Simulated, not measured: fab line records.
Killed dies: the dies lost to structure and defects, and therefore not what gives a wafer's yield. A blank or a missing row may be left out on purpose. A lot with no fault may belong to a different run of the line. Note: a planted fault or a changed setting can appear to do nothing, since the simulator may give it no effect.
Which tool is to blame?	flow sky130	72 wafers from 24 lots sampled at 6 of the route's 708 steps

WHAT THE GAUGES READ, wafer by wafer
The record holds no reading of a measuring or inspecting step that can be judged against a usual standard deviation.

TOOL THAT RAN EACH LOT (tool first, then ch and the chambers of the sampled wafers, then the start)
lot	SKY_LOCAL_INTERCONNECT_METAL_ETCH_14	SKY_METAL1_SPUTTER_01	SKY_METAL1_ETCH_18	SKY_METAL2_SPUTTER_04	SKY_METAL3_SPUTTER_04	SKY_CAPM_METAL_ETCH_13
L074	rieMetal-02 ch 0,1, day 29 21:56	pvdSputter-03, day 31 05:03	rieMetal-01 ch 1, day 32 09:34	pvdSputter-01, day 33 15:39	pvdSputter-01, day 36 00:01	rieMetal-04 ch 1, day 37 01:49
L075	rieMetal-04 ch 1, day 30 18:17	pvdSputter-01, day 32 00:52	rieMetal-03 ch 0, day 33 03:46	pvdSputter-01, day 34 09:13	pvdSputter-04, day 36 16:56	rieMetal-03 ch 0,1, day 37 19:01
L076	rieMetal-02 ch 0, day 30 21:32	pvdSputter-01, day 32 03:30	rieMetal-03 ch 0, day 33 07:16	pvdSputter-02, day 34 12:58	pvdSputter-01, day 36 20:50	rieMetal-03 ch 0,1, day 37 22:24
L077	rieMetal-04 ch 0,1, day 31 03:55	pvdSputter-01, day 32 11:33	rieMetal-02 ch 0,1, day 33 14:41	pvdSputter-04, day 34 20:07	pvdSputter-01, day 37 03:46	rieMetal-01 ch 0,1, day 38 05:08
L078	rieMetal-04 ch 0,1, day 31 14:25	pvdSputter-03, day 32 21:15	rieMetal-01 ch 0,1, day 34 00:17	pvdSputter-04, day 35 05:22	pvdSputter-03, day 37 11:36	rieMetal-04 ch 0,1, day 38 13:20
L079	rieMetal-01 ch 0,1, day 32 02:43	pvdSputter-01, day 33 08:20	rieMetal-01 ch 0,1, day 34 11:11	pvdSputter-04, day 35 17:09	pvdSputter-03, day 37 23:53	rieMetal-03 ch 0, day 39 01:26
L082	rieMetal-04 ch 1, day 32 22:26	pvdSputter-04, day 34 03:43	rieMetal-03 ch 0,1, day 35 07:23	pvdSputter-01, day 36 11:59	pvdSputter-03, day 38 17:52	rieMetal-04 ch 1, day 39 18:34
L081	rieMetal-01 ch 0,1, day 33 00:35	pvdSputter-01, day 34 05:08	rieMetal-02 ch 0,1, day 35 08:04	pvdSputter-04, day 36 13:22	pvdSputter-03, day 38 19:15	rieMetal-03 ch 0,1, day 39 19:23
L080	rieMetal-02 ch 0,1, day 33 01:19	pvdSputter-04, day 34 06:12	rieMetal-01 ch 0,1, day 35 09:35	pvdSputter-01, day 36 14:17	pvdSputter-04, day 38 19:55	rieMetal-01 ch 0,1, day 39 20:24
L083	rieMetal-04 ch 0,1, day 33 13:38	pvdSputter-03, day 34 18:20	rieMetal-03 ch 0,1, day 35 21:37	pvdSputter-01, day 37 01:44	pvdSputter-03, day 39 07:39	rieMetal-04 ch 0,1, day 40 08:05
L084	rieMetal-02 ch 0,1, day 33 22:20	pvdSputter-01, day 35 04:10	rieMetal-03 ch 0,1, day 36 06:28	pvdSputter-02, day 37 10:43	pvdSputter-01, day 39 15:36	rieMetal-04 ch 0,1, day 40 15:31
L085	rieMetal-04 ch 0,1, day 34 01:11	pvdSputter-04, day 35 06:05	rieMetal-03 ch 0,1, day 36 08:29	pvdSputter-02, day 37 13:47	pvdSputter-03, day 39 19:16	rieMetal-03 ch 0,1, day 40 19:25
L086	rieMetal-01 ch 1, day 34 09:20	pvdSputter-04, day 35 14:35	rieMetal-02 ch 0,1, day 36 16:35	pvdSputter-04, day 37 21:44	pvdSputter-01, day 40 03:10	rieMetal-03 ch 0,1, day 41 02:59
L087	rieMetal-04 ch 0,1, day 34 13:19	pvdSputter-04, day 35 18:31	rieMetal-03 ch 0,1, day 36 20:28	pvdSputter-02, day 38 01:09	pvdSputter-04, day 40 06:40	rieMetal-03 ch 0,1, day 41 05:41
L088	rieMetal-01 ch 0,1, day 34 20:37	pvdSputter-04, day 36 01:40	rieMetal-03 ch 0,1, day 37 04:41	pvdSputter-04, day 38 08:41	pvdSputter-04, day 40 12:23	rieMetal-01 ch 0,1, day 41 09:47
L089	rieMetal-04 ch 0,1, day 35 06:16	pvdSputter-04, day 36 11:04	rieMetal-02 ch 0,1, day 37 13:07	pvdSputter-04, day 38 18:09	pvdSputter-04, day 40 21:46	rieMetal-03 ch 0,1, day 41 18:07
L090	rieMetal-02 ch 0,1, day 35 18:59	pvdSputter-03, day 36 23:05	rieMetal-02 ch 0,1, day 38 00:59	pvdSputter-04, day 39 04:54	pvdSputter-01, day 41 09:29	rieMetal-03 ch 0,1, day 42 08:13
L091	rieMetal-02 ch 0,1, day 35 22:31	pvdSputter-03, day 37 03:22	rieMetal-03 ch 0, day 38 04:59	pvdSputter-02, day 39 08:55	pvdSputter-03, day 41 13:39	rieMetal-04 ch 0,1, day 42 13:14
L092	rieMetal-01 ch 0,1, day 36 01:41	pvdSputter-03, day 37 06:25	rieMetal-02 ch 0,1, day 38 08:56	pvdSputter-02, day 39 11:50	pvdSputter-04, day 41 13:57	rieMetal-04 ch 0,1, day 42 13:43
L093	rieMetal-04 ch 0,1, day 36 08:53	pvdSputter-01, day 37 13:33	rieMetal-01 ch 1, day 38 14:59	pvdSputter-04, day 39 18:53	pvdSputter-01, day 42 06:43	rieMetal-01 ch 0,1, day 43 05:35
L094	rieMetal-01 ch 0,1, day 36 14:02	pvdSputter-03, day 37 18:47	rieMetal-03 ch 0,1, day 38 20:38	pvdSputter-01, day 39 23:50	pvdSputter-01, day 42 09:11	rieMetal-03 ch 0, day 43 07:56
L095	rieMetal-01 ch 0,1, day 36 18:20	pvdSputter-01, day 37 23:15	rieMetal-02 ch 1, day 39 01:20	pvdSputter-01, day 40 04:57	pvdSputter-01, day 42 12:55	rieMetal-03 ch 0,1, day 43 11:53
L096	rieMetal-01 ch 0,1, day 37 09:38	pvdSputter-03, day 38 13:23	rieMetal-01 ch 0,1, day 39 14:20	pvdSputter-01, day 40 16:47	pvdSputter-01, day 42 15:37	rieMetal-04 ch 0,1, day 43 14:13
L097	rieMetal-02 ch 0,1, day 38 14:17	pvdSputter-01, day 39 18:16	rieMetal-02 ch 1, day 40 18:38	pvdSputter-04, day 42 06:14	pvdSputter-03, day 44 07:23	rieMetal-01 ch 1, day 45 05:41
- SKY_LOCAL_INTERCONNECT_METAL_ETCH_14: etches TiN in Cl2/BCl3, stops on PSG, target depth 110 nm, time 31.4 s.
- SKY_METAL1_SPUTTER_01: material TiN, target thk 20 nm, time 16.7 s.
- SKY_METAL1_ETCH_18: etches BARC in N2/H2, stops on SiO2, time 45.9 s, target depth 60 nm.
- SKY_METAL2_SPUTTER_04: material TiN, target thk 70 nm, time 58.3 s.
- SKY_METAL3_SPUTTER_04: material TiN, target thk 70 nm, time 58.3 s.
- SKY_CAPM_METAL_ETCH_13: etches TiN in Cl2/BCl3, stops on SiO2, target depth 220 nm, time 62.9 s.

AS READ BY THE TOOLS THEMSELVES (means over the sampled wafers that have a number; for cases with no such wafer, the mark the record gives instead)
SKY_LOCAL_INTERCONNECT_METAL_ETCH_14. Usual: drypumpMotorCurrentA 5.8 A, standard deviation 0.42; oesProductAu 0.943 a.u., standard deviation 0.007; rfFwdPowerW 889 W, standard deviation 4.4; throttleValvePct 21.899 %, standard deviation 0.0098.
lot	tool	drypumpMotorCurrentA (A)	oesProductAu (a.u.)	rfFwdPowerW (W)	throttleValvePct (%)	flag
L074	rieMetal-02	5.2	0.936	894	21.900	
L075	rieMetal-04	6.3	0.955	883	21.900	
L076	rieMetal-02	5.3	0.945	895	21.909	
L077	rieMetal-04	6.2	0.942	888	21.894	
L078	rieMetal-04	6.2	0.942	889	21.898	
L079	rieMetal-01	5.8	0.945	893	21.900	
L082	rieMetal-04	6.3	0.938	886	21.906	
L081	rieMetal-01	5.8	0.946	890	21.902	
L080	rieMetal-02	5.2	0.940	891	21.906	
L083	rieMetal-04	6.2	0.948	887	21.894	
L084	rieMetal-02	5.2	0.943	891	21.899	
L085	rieMetal-04	6.1	0.938	889	21.902	
L086	rieMetal-01	6.1	0.943	888	21.902	
L087	rieMetal-04	6.2	0.944	886	21.901	
L088	rieMetal-01	6.0	0.939	888	21.895	
L089	rieMetal-04	6.2	0.944	888	21.895	
L090	rieMetal-02	5.2	0.952	892	21.891	
L091	rieMetal-02	5.2	0.955	891	21.894	
L092	rieMetal-01	5.8	0.934	888	21.898	
L093	rieMetal-04	6.2	0.948	886	21.895	
L094	rieMetal-01	5.8	0.947	892	21.892	
L095	rieMetal-01	5.8	0.942	891	21.895	
L096	rieMetal-01	5.8	0.937	891	21.892	
L097	rieMetal-02	5.2	0.949	892	21.899	

SKY_METAL1_SPUTTER_01. Usual: throttleValvePct 30.0 %, standard deviation 0.96.
lot	tool	throttleValvePct (%)	flag
L074	pvdSputter-03	29.4	
L075	pvdSputter-01	30.4	
L076	pvdSputter-01	31.0	
L077	pvdSputter-01	30.7	
L078	pvdSputter-03	29.2	
L079	pvdSputter-01	30.9	
L082	pvdSputter-04	32.0	
L081	pvdSputter-01	30.2	
L080	pvdSputter-04	30.3	
L083	pvdSputter-03	29.4	
L084	pvdSputter-01	30.6	
L085	pvdSputter-04	29.2	
L086	pvdSputter-04	29.7	
L087	pvdSputter-04	29.8	
L088	pvdSputter-04	30.1	
L089	pvdSputter-04	30.5	
L090	pvdSputter-03	29.4	
L091	pvdSputter-03	29.3	
L092	pvdSputter-03	29.3	
L093	pvdSputter-01	30.6	
L094	pvdSputter-03	29.2	
L095	pvdSputter-01	30.9	
L096	pvdSputter-03	29.2	
L097	pvdSputter-01	30.6	

SKY_METAL1_ETCH_18. Usual: drypumpMotorCurrentA 5.4 A, standard deviation 0.35; oesProductAu 0.855 a.u., standard deviation 0.0049; rfFwdPowerW 495.9 W, standard deviation 2.1; throttleValvePct 13.224 %, standard deviation 0.0092.
lot	tool	drypumpMotorCurrentA (A)	oesProductAu (a.u.)	rfFwdPowerW (W)	throttleValvePct (%)	flag
L074	rieMetal-01	6.1	0.857	492.5	13.219	
L075	rieMetal-03	5.1	0.850	496.7	13.222	
L076	rieMetal-03	5.1	0.859	496.8	13.227	
L077	rieMetal-02	5.2	0.857	497.5	13.210	
L078	rieMetal-01	5.8	0.849	494.9	13.237	
L079	rieMetal-01	6.0	0.852	497.9	13.230	
L082	rieMetal-03	5.3	0.850	495.4	13.221	
L081	rieMetal-02	5.2	0.859	494.7	13.226	
L080	rieMetal-01	5.8	0.852	496.4	13.227	
L083	rieMetal-03	5.2	0.855	493.3	13.219	
L084	rieMetal-03	5.2	0.854	495.7	13.224	
L085	rieMetal-03	5.4	0.853	495.7	13.225	
L086	rieMetal-02	5.2	0.856	495.6	13.226	
L087	rieMetal-03	5.2	0.854	494.9	13.231	
L088	rieMetal-03	5.4	0.858	496.4	13.231	
L089	rieMetal-02	5.2	0.856	496.0	13.227	
L090	rieMetal-02	5.2	0.855	496.9	13.223	
L091	rieMetal-03	5.1	0.849	493.7	13.220	
L092	rieMetal-02	5.2	0.852	496.5	13.226	
L093	rieMetal-01	6.1	0.855	495.2	13.221	
L094	rieMetal-03	5.2	0.856	496.9	13.227	
L095	rieMetal-02	5.2	0.855	497.2	13.227	
L096	rieMetal-01	6.0	0.853	493.4	13.230	
L097	rieMetal-02	5.1	0.859	497.2	13.226	

SKY_METAL2_SPUTTER_04. Usual: throttleValvePct 30.3 %, standard deviation 1.
lot	tool	throttleValvePct (%)	flag
L074	pvdSputter-01	31.0	
L075	pvdSputter-01	30.8	
L076	pvdSputter-02	29.7	
L077	pvdSputter-04	29.7	
L078	pvdSputter-04	30.3	
L079	pvdSputter-04	29.5	
L082	pvdSputter-01	30.7	
L081	pvdSputter-04	31.4	
L080	pvdSputter-01	30.7	
L083	pvdSputter-01	30.4	
L084	pvdSputter-02	29.6	
L085	pvdSputter-02	29.7	
L086	pvdSputter-04	32.0	
L087	pvdSputter-02	30.0	
L088	pvdSputter-04	30.3	
L089	pvdSputter-04	29.7	
L090	pvdSputter-04	29.8	
L091	pvdSputter-02	29.6	
L092	pvdSputter-02	30.0	
L093	pvdSputter-04	30.9	
L094	pvdSputter-01	30.5	
L095	pvdSputter-01	30.8	
L096	pvdSputter-01	30.4	
L097	pvdSputter-04	30.9	

SKY_METAL3_SPUTTER_04. Usual: throttleValvePct 30.1 %, standard deviation 1.1.
lot	tool	throttleValvePct (%)	flag
L074	pvdSputter-01	30.4	
L075	pvdSputter-04	29.7	
L076	pvdSputter-01	30.5	
L077	pvdSputter-01	30.7	
L078	pvdSputter-03	28.9	
L079	pvdSputter-03	29.0	
L082	pvdSputter-03	29.0	
L081	pvdSputter-03	29.1	
L080	pvdSputter-04	31.4	
L083	pvdSputter-03	29.6	
L084	pvdSputter-01	30.6	
L085	pvdSputter-03	29.1	
L086	pvdSputter-01	30.8	
L087	pvdSputter-04	31.3	
L088	pvdSputter-04	29.6	
L089	pvdSputter-04	30.3	
L090	pvdSputter-01	30.7	
L091	pvdSputter-03	29.2	
L092	pvdSputter-04	30.9	
L093	pvdSputter-01	30.8	
L094	pvdSputter-01	30.9	
L095	pvdSputter-01	30.5	
L096	pvdSputter-01	30.7	
L097	pvdSputter-03	29.2	

SKY_CAPM_METAL_ETCH_13. Usual: drypumpMotorCurrentA 5.7 A, standard deviation 0.46; oesProductAu 0.939 a.u., standard deviation 0.0078; rfFwdPowerW 893 W, standard deviation 3.5; throttleValvePct 21.903 %, standard deviation 0.01.
lot	tool	drypumpMotorCurrentA (A)	oesProductAu (a.u.)	rfFwdPowerW (W)	throttleValvePct (%)	flag
L074	rieMetal-04	6.3	0.948	889	21.899	
L075	rieMetal-03	5.3	0.934	891	21.911	
L076	rieMetal-03	5.2	0.939	893	21.902	
L077	rieMetal-01	6.0	0.939	890	21.913	
L078	rieMetal-04	6.2	0.931	894	21.901	
L079	rieMetal-03	5.1	0.936	894	21.899	
L082	rieMetal-04	6.3	0.939	888	21.892	
L081	rieMetal-03	5.2	0.938	889	21.907	
L080	rieMetal-01	5.8	0.936	894	21.911	
L083	rieMetal-04	6.2	0.949	890	21.901	
L084	rieMetal-04	6.2	0.939	891	21.912	
L085	rieMetal-03	5.3	0.935	894	21.896	
L086	rieMetal-03	5.3	0.948	893	21.898	
L087	rieMetal-03	5.2	0.935	892	21.901	
L088	rieMetal-01	5.8	0.923	894	21.902	
L089	rieMetal-03	5.4	0.942	895	21.896	
L090	rieMetal-03	5.3	0.943	892	21.897	
L091	rieMetal-04	6.2	0.935	892	21.914	
L092	rieMetal-04	6.2	0.936	889	21.896	
L093	rieMetal-01	5.8	0.939	897	21.903	
L094	rieMetal-03	5.0	0.950	894	21.892	
L095	rieMetal-03	5.2	0.937	891	21.907	
L096	rieMetal-04	6.2	0.942	892	21.896	
L097	rieMetal-01	6.1	0.939	889	21.888	

THE ANSWER, worked out from the rows above alone
Rule: a lot counts as off when the mean over its wafers that have a number is more than 3 standard deviations away from the usual mean. Also off: a lot with no number at a reading for which 4 or more lots have one. The other lots that the step has rows for count as sound. The gauges are gone through in route order, then the tools' own readings, and for those a lot's mean is taken as printed above. At the first step where some lot is off, the reading lying furthest off is the one used; lots without a number count as furthest.
None of the lots is off at any reading shown; this tells nothing.

WHAT WAS PUT IN BY THE SIMULATOR
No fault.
